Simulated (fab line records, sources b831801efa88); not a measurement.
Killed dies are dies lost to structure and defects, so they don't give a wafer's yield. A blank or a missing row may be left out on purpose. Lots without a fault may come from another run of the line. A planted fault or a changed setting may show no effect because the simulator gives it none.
fab line records | flow sky130
record lots=6 wafers=18 last_day=49
route steps=708 shown VIA2@520 METAL3@532 PAD_OPEN@708
lots that met no fault: from a run of the same line without faults
start_h: hours from the record's first day to the start of the lot's first wafer shown | wait_h: hours since the lot's step before | " the same as in the row above | L1.1+2: a row that stands for several wafers | - no value, or no start given | * or withheld: withheld | < > ~ a bound
route shown NAME@n: a module of which the file shows steps, and the number in the route of the first | usual: mean/standard deviation of fault-free wafers | same: alike in all rows | chamber/n: place in a boat | sites: the reading at each site | _std_site: their standard deviation | _edge_site: outer sites' mean less inner sites' | radius_mm: how far each site lies from the wafer's centre | mask NAME#n: copy n | behind: the tool/chamber that last shaped the wafer | hold: why the lot was held/for how many hours/how that ended | device: the transistor (n, p or np) that didn't switch | end of line: the same wafers' tests at the end of the route | a step without rows: its recipe alone | killed: dies lost to structure and defects at the first sort, not the wafer's yield | map: a wafer's dies, x killed, . not, _ none there
set.NAME: the setting as run; set.NAME@STEP: as run at that earlier step | model.NAME: the simulator's own value behind a step, which no gauge read
lots at some steps of the route; a table a step, a row a wafer
services: from which hour (start_h, from the record's first day; less than 0 if before it) a tool's chamber was out of use, for how many hours, and why
## steps
# step SKY_VIA2_OVL_MEAS_13
# usual VIA2_OVL=0/5
# columns lot.wafer tool chamber start_h wait_h VIA2_OVL[nm]
L894.3 overlay-02 - 839.41 0.1 -2
L894.4 " - " " -5
L894.5 " - " " 1
L904.1 overlay-01 - 928.80 0.1 -1
L904.2 " - " " -3
L904.3 " - " " -5
L906.2 overlay-01 - 938.90 0.1 0
L906.4 " - " " 0
L906.5 " - " " -2
L908.2 overlay-01 - 951.45 0.1 -1
L908.5 " - " " -1
L908.6 " - " " 4
L912.1 overlay-02 - 972.99 0.1 -1
L912.2 " - " " -2
L912.3 " - " " -6
L914.1 overlay-01 - 993.54 0.1 3
L914.4 " - " " 1
L914.6 " - " " 3
# step SKY_VIA2_ETCH_14
# recipe chemistry=N2/H2 target=BARC ion_energy_ev=200 source_w=500 bias_w=100 pressure_mtorr=30 n2_flow_sccm=100 h2_flow_sccm=200 stop_on=SiO2 time_s=45.9 target_depth_a=600
# usual drypump_motor_current_A=5.6/0.43 oes_product_au=0.857/0.0047 throttle_valve_pct=13.225/0.0092
# columns lot.wafer tool chamber start_h wait_h drypump_motor_current_A oes_product_au rf_hours_counter_h throttle_valve_pct
L894.3 rie_diel-03 3 839.43 0.0 5.5 0.855 18 13.239
L894.4 " 0 " " 5.9 0.852 20 13.215
L894.5 " 1 " " 5.5 0.857 - 13.221
L904.1 rie_diel-04 2 928.84 0.0 5.2 0.857 19 13.233
L904.2 " 1 " " 5.8 0.858 27 13.220
L904.3 " 3 " " 5.3 0.854 6 13.239
L906.2 rie_diel-03 1 938.93 0.0 5.5 0.857 10 13.224
L906.4 " 3 " " 5.5 0.855 20 13.224
L906.5 " 2 " " 6.3 0.860 - 13.228
L908.2 rie_diel-01 3 951.48 0.0 5.5 0.850 10 13.213
L908.5 " 3 " " 5.5 0.857 - 13.235
L908.6 " 0 " " 5.4 0.860 - 13.233
L912.1 rie_diel-03 0 973.03 0.0 5.9 0.855 24 13.237
L912.2 " 2 " " 6.3 0.861 12 13.218
L912.3 " 3 " " 5.5 0.851 21 13.221
L914.1 rie_diel-03 3 993.58 0.0 5.5 0.852 22 13.222
L914.4 " 2 " " 6.3 0.859 - 13.225
L914.6 " 3 " " 5.5 0.860 - 13.220
# step SKY_VIA2_ETCH_15
# recipe target=SiO2 chemistry=C4F8/O2/Ar target_depth_nm=546 stop_on=TiN mask_material=KrF-thick source_w=1500 bias_w=1200 pressure_mtorr=40 c4f8_flow_sccm=withheld O2_flow_sccm=6 Ar_flow_sccm=300 time_s=84
# usual oes_product_au=0.939/0.0048
# columns lot.wafer tool chamber start_h wait_h oes_product_au rf_hours_counter_h
L894.3 rie_diel-03 3 839.48 0.0 0.925 18
L894.4 " 0 " " 0.937 20
L894.5 " 1 " " 0.940 -
L904.1 rie_diel-04 2 928.88 0.0 0.942 19
L904.2 " 1 " " 0.934 27
L904.3 " 3 " " 0.933 6
L906.2 rie_diel-03 1 938.97 0.0 0.937 10
L906.4 " 3 " " 0.946 20
L906.5 " 2 " " 0.948 -
L908.2 rie_diel-01 3 951.53 0.0 0.937 10
L908.5 " 3 " " 0.935 -
L908.6 " 0 " " 0.939 -
L912.1 rie_diel-03 0 973.07 0.0 0.937 24
L912.2 " 2 " " 0.934 12
L912.3 " 3 " " 0.939 21
L914.1 rie_diel-03 3 993.62 0.0 0.938 22
L914.4 " 2 " " 0.940 -
L914.6 " 3 " " 0.934 -
# step SKY_VIA2_STRIP_16
# recipe chemistry=O2/N2 power_w=1400 pressure_mtorr=1500 platen_temp_c=withheld o2_flow_sccm=3000 n2_flow_sccm=300 overash_fraction=0.5
# usual drypump_motor_current_A=5.6/0.43 oes_product_au=0.399/0.0046 strip_time_to_endpoint_s=4.054/0.02
# columns lot.wafer tool chamber start_h wait_h drypump_motor_current_A oes_product_au rf_hours_counter_h strip_time_to_endpoint_s
L894.3 plasma_asher-03 1 839.57 0.1 5.8 0.404 - 4.049
L894.4 " 0 " " 4.9 0.400 - 4.011
L894.5 " 1 " " 5.8 0.396 - 4.061
L904.1 plasma_asher-03 1 928.94 0.0 5.8 0.408 109 4.073
L904.2 " 0 " " 4.9 0.397 109 4.075
L904.3 " 0 " " 4.9 0.398 - 4.086
L906.2 plasma_asher-03 1 939.03 0.0 5.8 0.402 110 4.066
L906.4 " 0 " " 4.9 0.400 - 4.069
L906.5 " 1 " " 5.8 0.396 - 4.041
L908.2 plasma_asher-03 0 951.59 0.0 4.9 0.401 111 4.066
L908.5 " 1 " " 5.8 0.394 - 4.022
L908.6 " 0 " " 4.9 0.401 - 4.063
L912.1 plasma_asher-01 0 973.13 0.0 5.8 0.399 24 4.023
L912.2 " 1 " " 6.0 0.405 24 4.047
L912.3 " 0 " " 5.9 0.397 - 4.058
L914.1 plasma_asher-01 1 993.68 0.0 5.9 0.406 26 4.045
L914.4 " 1 " " 5.9 0.399 - 4.050
L914.6 " 0 " " 5.8 0.401 - 4.059
# step SKY_VIA2_STRIP_17
# recipe chemistry=post_etch_residue_remover time_s=1200 temp_c=72.5
# step SKY_VIA2_CLEAN_18
# recipe chemistry=IPA time_s=180 temp_c=25
# step SKY_VIA2_CLEAN_19
# recipe chemistry=O3/DIW dry=n2_spin
# step SKY_VIA2_SPUTTER_20
# recipe material=TiN target_thk_nm=20 chamber_pressure_pa=5 power_w=4000 time_s=80
# step SKY_VIA2_CVD_21
# recipe material=W target_thk_nm=420 time_s=126.4 temp_c=400 pressure_torr=40
# step SKY_VIA2_RS_MEAS_22
# recipe thk_meas_gauge=four-point-probe reads=W_of_VIA2_CVD_21+TiN_of_VIA2_SPUTTER_20
# usual VIA2_W_RS=0.267/0.0052
# columns lot.wafer tool chamber start_h wait_h VIA2_W_RS[ohm/sq]
L894.3 film_metro-02 - 840.36 0.1 0.265
L894.4 " - " " 0.254
L894.5 " - " " 0.254
L904.1 film_metro-02 - 929.79 0.1 0.262
L904.2 " - " " 0.276
L904.3 " - " " 0.264
L906.2 film_metro-03 - 939.84 0.1 0.262
L906.4 " - " " 0.272
L906.5 " - " " 0.268
L908.2 film_metro-02 - 952.39 0.1 0.272
L908.5 " - " " 0.270
L908.6 " - " " 0.259
L912.1 film_metro-02 - 973.92 0.1 0.269
L912.2 " - " " 0.269
L912.3 " - " " 0.270
L914.1 film_metro-02 - 994.57 0.1 0.270
L914.4 " - " " 0.268
L914.6 " - " " 0.270
# step SKY_VIA2_THK_MEAS_23
# recipe thk_meas_gauge=xrf reads=W_of_VIA2_CVD_21
# usual VIA2_W_THK=424/9.8
# columns lot.wafer tool chamber start_h wait_h VIA2_W_THK[nm]
L894.3 film_metro-02 - 840.46 0.1 418
L894.4 " - " " 438
L894.5 " - " " 435
L904.1 film_metro-02 - 929.91 0.1 430
L904.2 " - " " 410
L904.3 " - " " 426
L906.2 film_metro-03 - 939.95 0.1 429
L906.4 " - " " 412
L906.5 " - " " 419
L908.2 film_metro-02 - 952.50 0.1 421
L908.5 " - " " 425
L908.6 " - " " 441
L912.1 film_metro-02 - 974.04 0.1 424
L912.2 " - " " 426
L912.3 " - " " 420
L914.1 film_metro-02 - 994.69 0.1 422
L914.4 " - " " 431
L914.6 " - " " 425
# step SKY_VIA2_CMP_24
# recipe stop_on=SiO2 t_overpolish_s=20 down_force_psi=3.5 platen_rpm=60 target_thk_nm=0 pad_velocity_m_s=0.94248
# usual motor_current_A=10.9/1.6 overpolish_run_s=20.000/0.0091 time_to_endpoint_s=104/4.8
# columns lot.wafer tool chamber start_h wait_h motor_current_A overpolish_run_s time_to_endpoint_s
L894.3 cmp-01 0 840.50 0.0 8.9 20.008 96
L894.4 " 3 " " 8.5 19.995 104
L894.5 " 0 " " 8.7 20.004 107
L904.2 cmp-02 2 929.97 0.0 12.9 19.984 100
L904.3 " 0 " " 10.4 19.991 107
L904.1 " 1 " " 11.9 19.986 109
L906.4 cmp-02 0 940.00 0.0 10.8 19.998 109
L906.2 " 2 " " 12.7 19.997 111
L906.5 " 0 " " 10.5 20.000 112
L908.2 cmp-02 3 952.70 0.2 12.6 19.994 104
L908.6 " 0 " " 10.8 20.008 109
L908.5 " 1 " " 11.5 19.990 98
L912.1 cmp-01 0 974.15 0.1 9.0 20.006 105
L912.3 " 1 " " 10.8 19.987 106
L912.2 " 2 " " 11.9 20.007 97
L914.1 cmp-01 3 994.75 0.1 8.6 19.996 107
L914.4 " 0 " " 8.5 19.998 108
L914.6 " 3 " " 8.7 20.017 106
# step SKY_METAL3_SPUTTER_00
# recipe material=Ti target_thk_nm=15 power_w=3000 time_s=10 chamber_pressure_pa=0.4
# usual throttle_valve_pct=30.0/1
# columns lot.wafer tool chamber start_h wait_h throttle_valve_pct model.Ti_of_METAL3_SPUTTER_00.thk_nm
L894.3 pvd_sputter-02 - 840.80 0.2 30.2 14.89
L894.4 " - " " 31.0 14.88
L894.5 " - " " 30.1 14.88
L904.1 pvd_sputter-02 - 930.27 0.1 31.0 14.02
L904.2 " - " " 30.0 13.94
L904.3 " - " " 30.4 13.96
L906.2 pvd_sputter-02 - 940.30 0.1 30.9 13.85
L906.4 " - " " 30.5 13.86
L906.5 " - " " 31.1 13.94
L908.2 pvd_sputter-04 - 952.85 0.1 28.9 15.06
L908.5 " - " " 31.9 15.04
L908.6 " - " " 29.1 14.98
L912.1 pvd_sputter-04 - 974.40 0.2 29.5 14.97
L912.2 " - " " 31.9 15.11
L912.3 " - " " 28.7 15.11
L914.1 pvd_sputter-04 - 995.05 0.2 29.5 14.84
L914.4 " - " " 29.3 15.19
L914.6 " - " " 29.0 14.95
# step SKY_METAL3_SPUTTER_01
# recipe material=TiN target_thk_nm=20 power_w=6500 time_s=16.7 chamber_pressure_pa=0.4
# usual throttle_valve_pct=30.0/1
# columns lot.wafer tool chamber start_h wait_h throttle_valve_pct
L894.3 pvd_sputter-02 - 840.83 0.0 30.1
L894.4 " - " " 31.1
L894.5 " - " " 30.0
L904.1 pvd_sputter-02 - 930.29 0.0 30.9
L904.2 " - " " 30.1
L904.3 " - " " 30.4
L906.2 pvd_sputter-02 - 940.32 0.0 30.9
L906.4 " - " " 30.5
L906.5 " - " " 30.7
L908.2 pvd_sputter-04 - 952.87 0.0 29.3
L908.5 " - " " 31.7
L908.6 " - " " 29.2
L912.1 pvd_sputter-04 - 974.42 0.0 29.6
L912.2 " - " " 31.5
L912.3 " - " " 28.8
L914.1 pvd_sputter-04 - 995.08 0.0 29.1
L914.4 " - " " 28.8
L914.6 " - " " 28.9
# step SKY_PAD_OPEN_PROBE_99
# usual defect_limited_yield=82.4/2.2 killed_at_M0_to_M3=44/7.7 killed_at_M4_up=3.2/1.7 killed_at_contacts=24/5.3 killed_at_front_end=15/4.3 killed_at_other=0.3/0.57 killed_dies=87/11 killed_on_rim=17/3.8 killed_open=47/7.4 killed_short=40/6.5 sort_bin_3_pad_short=0.8/0.4 sort_bin_5_function=10.5/1.6 sort_bin_6_memory=6.3/1.2 sort_n_pass=405/11 sort_yield_pct=82.4/2.2
# same gross_dies=492 killed_at_back_side=0 sort_bin_4_leakage[%]=0 sort_bin_8_speed[%]=0
# columns lot.wafer tool chamber start_h wait_h defect_limited_yield[%] killed_at_M0_to_M3 killed_at_M4_up killed_at_contacts killed_at_front_end killed_at_other killed_dies killed_on_rim killed_open killed_short sort_bin_3_pad_short[%] sort_bin_5_function[%] sort_bin_6_memory[%] sort_n_pass sort_yield_pct[%]
L904.1 prober-02 - 1138.82 0.1 80.1 53 4 25 16 0 98 18 60 38 0.6 10.8 8.5 394 80.1
L904.2 prober-02 - 1138.87 0.1 82.9 59 1 20 4 0 84 14 47 37 0.2 11.4 5.5 408 82.9
L904.3 prober-02 - 1138.92 0.2 82.7 40 1 30 13 1 85 19 42 42 0.6 10.8 5.9 407 82.7
L906.2 prober-02 - 1145.85 0.1 84.3 35 2 25 15 0 77 18 45 32 1.0 10.8 3.9 415 84.3
L906.4 prober-02 - 1145.95 0.2 82.7 46 3 20 16 0 85 18 40 45 1.0 12.0 4.3 407 82.7
L906.5 prober-02 - 1146.00 0.2 81.5 47 4 23 17 0 91 22 39 52 1.2 11.2 6.1 401 81.5
L908.2 prober-01 - 1155.81 0.1 83.9 38 4 19 17 1 79 24 46 32 1.0 9.8 5.3 413 83.9
L908.5 prober-01 - 1155.96 0.2 81.9 44 4 22 17 2 89 18 46 42 0.6 13.0 4.5 403 81.9
L908.6 prober-01 - 1156.01 0.2 79.7 48 2 26 23 1 100 18 50 50 0.6 11.8 7.9 392 79.7
L914.1 prober-02 - 1187.54 0.1 84.1 36 1 24 16 1 78 18 39 39 0.2 9.8 5.9 414 84.1
L914.4 prober-02 - 1187.69 0.2 83.9 38 2 22 17 0 79 24 43 36 0.6 8.5 6.9 413 83.9
L914.6 prober-02 - 1187.79 0.2 83.9 33 3 20 23 0 79 11 43 36 1.0 10.0 5.1 413 83.9
# killed by level:class
L904.1 VIA1:geometric_particle:open=14 LI_CONTACT:geometric_particle:open=12 METAL1:geometric_particle:short=9 CONTACT:geometric_particle:open=8 VIA1:geometric_particle:short=7 VIA3:geometric_particle:open=6 METAL1:geometric_particle:open=5 FIELD_ISO:geometric_particle:short=4
L904.2 VIA1:geometric_particle:open=16 CONTACT:geometric_particle:open=8 VIA2:geometric_particle:open=8 METAL1:geometric_particle:short=7 VIA1:geometric_particle:short=7 VIA3:geometric_particle:open=7 VIA2:geometric_particle:short=6 LOCAL_INTERCONNECT:geometric_particle:short=4
L904.3 CONTACT:geometric_particle:open=10 LI_CONTACT:geometric_particle:open=8 VIA2:geometric_particle:open=7 VIA1:geometric_particle:short=7 METAL2:geometric_particle:short=6 VIA1:geometric_particle:open=5 FIELD_ISO:geometric_particle:short=4 LOCAL_INTERCONNECT:geometric_particle:short=4
L906.2 VIA1:geometric_particle:open=10 CONTACT:geometric_particle:open=9 VIA3:geometric_particle:open=6 FIELD_ISO:geometric_particle:open=5 LI_CONTACT:geometric_particle:open=5 LOCAL_INTERCONNECT:geometric_particle:short=5 CONTACT:geometric_particle:short=5 VIA2:geometric_particle:open=5
L906.4 VIA1:geometric_particle:short=8 VIA2:geometric_particle:open=8 CONTACT:geometric_particle:open=6 VIA3:geometric_particle:open=6 VIA2:geometric_particle:short=5 LOCAL_INTERCONNECT:geometric_particle:short=5 METAL1:geometric_particle:short=5 VIA1:geometric_particle:open=5
L906.5 VIA1:geometric_particle:open=12 METAL2:geometric_particle:short=9 CONTACT:geometric_particle:open=8 METAL1:geometric_particle:short=6 VIA3:geometric_particle:short=6 FIELD_ISO:geometric_particle:short=4 LI_CONTACT:geometric_particle:short=4 LOCAL_INTERCONNECT:geometric_particle:short=4
L908.2 CONTACT:geometric_particle:open=11 VIA1:geometric_particle:open=8 POLY_GATE:geometric_particle:open=7 METAL2:geometric_particle:short=7 VIA3:geometric_particle:open=5 FIELD_ISO:geometric_particle:open=4 METAL1:geometric_particle:short=4 VIA2:geometric_particle:open=4
L908.5 VIA1:geometric_particle:open=12 LI_CONTACT:geometric_particle:open=8 VIA3:geometric_particle:open=6 CONTACT:geometric_particle:open=6 FIELD_ISO:geometric_particle:short=5 FIELD_ISO:geometric_particle:open=4 POLY_GATE:geometric_particle:open=4 VIA2:geometric_particle:short=4
L908.6 VIA1:geometric_particle:open=15 CONTACT:geometric_particle:open=8 VIA1:geometric_particle:short=8 FIELD_ISO:geometric_particle:short=6 CONTACT:geometric_particle:short=5 POLY_GATE:geometric_particle:short=5 LI_CONTACT:geometric_particle:short=5 METAL1:geometric_particle:short=5
L914.1 CONTACT:geometric_particle:open=8 VIA1:geometric_particle:open=7 VIA3:geometric_particle:open=7 VIA1:geometric_particle:short=6 FIELD_ISO:geometric_particle:open=5 FIELD_ISO:geometric_particle:short=5 CONTACT:geometric_particle:short=5 VIA3:geometric_particle:short=5
L914.4 VIA3:geometric_particle:open=9 VIA1:geometric_particle:open=7 LI_CONTACT:geometric_particle:open=6 CONTACT:geometric_particle:short=6 VIA2:geometric_particle:open=6 FIELD_ISO:geometric_particle:short=5 POLY_GATE:geometric_particle:short=4 LOCAL_INTERCONNECT:geometric_particle:short=4
L914.6 VIA1:geometric_particle:open=9 LI_CONTACT:geometric_particle:open=6 FIELD_ISO:geometric_particle:open=5 CONTACT:geometric_particle:open=5 FIELD_ISO:geometric_particle:short=4 POLY_GATE:geometric_particle:short=4 VIA2:geometric_particle:open=4 LOCAL_INTERCONNECT:geometric_particle:short=4
## services
# columns tool chamber start_h hours kind
cmp-02 - 820.43 0.6 repair
pvd_sputter-04 - 823.10 12.2 repair
cmp-01 - 823.54 1.1 repair
rie_diel-03 - 830.79 0.3 repair
cmp-02 - 832.52 1.5 repair
rie_diel-04 1 834.52 3.9 repair
cmp-02 - 843.39 15.6 pm
cmp-01 - 859.08 4.2 pm
rie_diel-03 3 864.91 2.5 repair
cmp-01 - 871.35 0.6 repair
cmp-02 - 886.09 8.3 pm
rie_diel-01 1 892.40 3.3 repair
rie_diel-03 1 899.09 13.5 repair
rie_diel-04 - 901.67 0.4 repair
cmp-01 - 911.32 1.0 repair
rie_diel-01 1 916.54 15.6 repair
cmp-01 - 916.91 4.0 pm
plasma_asher-01 - 918.05 0.6 repair
cmp-01 - 924.28 0.3 repair
pvd_sputter-04 - 925.88 7.3 repair
pvd_sputter-02 - 945.25 1.4 repair
pvd_sputter-02 - 954.11 7.1 repair
rie_diel-03 - 954.97 0.3 repair
rie_diel-04 2 974.19 9.8 repair
## key
first_sign none at tools or gauges
model_effect step=SKY_METAL3_SPUTTER_00 value=Ti_of_METAL3_SPUTTER_00.thk_nm without=14.87 struck=13.93
met_at SKY_METAL3_SPUTTER_00
struck_wafers L904.1,L904.2,L904.3,L906.2,L906.4,L906.5
onset_between 840.80 930.27
fault kind=process_parameter_drift tool=pvd_sputter-02 chamber=- onset_h=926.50 steps=SKY_METAL3_SPUTTER_00 channel=time_s offset=* shape=step end_h=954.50 acts_in=* stated=*
